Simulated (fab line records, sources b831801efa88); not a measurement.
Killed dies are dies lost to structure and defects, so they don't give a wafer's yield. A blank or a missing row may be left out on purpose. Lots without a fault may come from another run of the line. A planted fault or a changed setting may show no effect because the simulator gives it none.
Problem report in the 8D (eight disciplines) form, filled by code | flow sky130 | the parts of the form that need people (team, actions taken, sign-off) are left out

1. THE PROBLEM
run_length_s at SKY_LI_CONTACT_ETCH_14 reads a mean of 40.2 s on 2 wafers of 2 lots; wafers without a fault read 74.1 s with a standard deviation of 0.44. That is -77 standard deviations from the usual mean.
The step: etches BARC in N2/H2, stops on SiO2, time 45.9 s, target depth 60 nm.
First seen on wafer L474.3, day 31 23:22, on rie_diel-04. The record holds 32 wafers of 11 lots with a number at this step. Rule for "out", or "out of limits": more than 4 standard deviations from the usual mean. The other wafers with a number count as sound.

2. WHAT IT IS AND WHAT IT IS NOT
question                    | is                           | is not
which readings at this step | run_length_s, oes_product_au | chamber_pressure_mTorr, drypump_motor_current_A, n2_flow_sccm, throttle_valve_pct
which lots                  | L474, L478                   | L466, L467, L468, L471, L472, L483, L485, L487, L489
which wafers of those lots  | L474.3, L478.4               | L474.1, L478.2, L478.5
read on which tools         | rie_diel-04                  | rie_diel-01, rie_diel-03
when                        | from day 31 23:22            | up to then (16 sound wafers); but 14 sound wafers of L478, L483, L485, L487, L489 came after

3. SUSPECTS, AND WHAT RULES EACH OUT
Counting: a tool at a process step up to the reading stays a suspect if it ran every lot that is out. Sound lots after the first of them don't rule it out here, since some wafers of a struck lot are sound.
- plasma_asher-04 at SKY_RES_XHIGH_STRIP_08 (strips in O2/N2): kept. It ran every lot that is out, first L474 (day 29 14:22); its last sound lot up to then is L472 (day 29 01:58).
- rie_diel-04 at SKY_LI_CONTACT_ETCH_14 (etches BARC in N2/H2, stops on SiO2, time 45.9 s, target depth 60 nm): kept. It ran every lot that is out, first L474 (day 31 23:22); its last sound lot up to then is L471 (day 31 00:37). Its own readings are out on those wafers: oes_product_au, run_length_s.
Left after counting: plasma_asher-04 at SKY_RES_XHIGH_STRIP_08, rie_diel-04 at SKY_LI_CONTACT_ETCH_14.

4. THE CAUSE (what the simulator had put in)
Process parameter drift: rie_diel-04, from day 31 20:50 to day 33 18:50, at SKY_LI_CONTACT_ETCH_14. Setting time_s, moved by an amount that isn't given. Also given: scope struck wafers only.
Counting left 2 suspects, and this tool is among them.

5. THE CHAIN OF EFFECTS, in route order
Each row: a reading whose mean over the struck wafers that have a number lies more than 3 standard deviations from the usual. Only readings for which the record gives a usual standard deviation are gone through. hours: the time from each lot's start at the first step in this table that gives one to its start at this step, as a median over the lots. sigmas: the change in usual standard deviations.
hours | step                    | reading                  | usual      | on struck wafers | change | sigmas
0     | SKY_LI_CONTACT_ETCH_14  | oes_product_au           | 0.856 a.u. | 0.999            | +0.143 | +27
0     | SKY_LI_CONTACT_ETCH_14  | run_length_s             | 74.1 s     | 40.2             | -33.8  | -77
0     | SKY_LI_CONTACT_STRIP_16 | strip_time_to_endpoint_s | 3.496 s    | 3.840            | +0.344 | +11
The process steps in it:
- SKY_LI_CONTACT_ETCH_14: etches BARC in N2/H2, stops on SiO2, time 45.9 s, target depth 60 nm.
- SKY_LI_CONTACT_STRIP_16: strips in O2/N2.

6. WHAT WOULD HAVE CAUGHT IT SOONER
In this record the first reading out of limits was taken at day 31 23:22, 3 hours after the fault began at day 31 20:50.
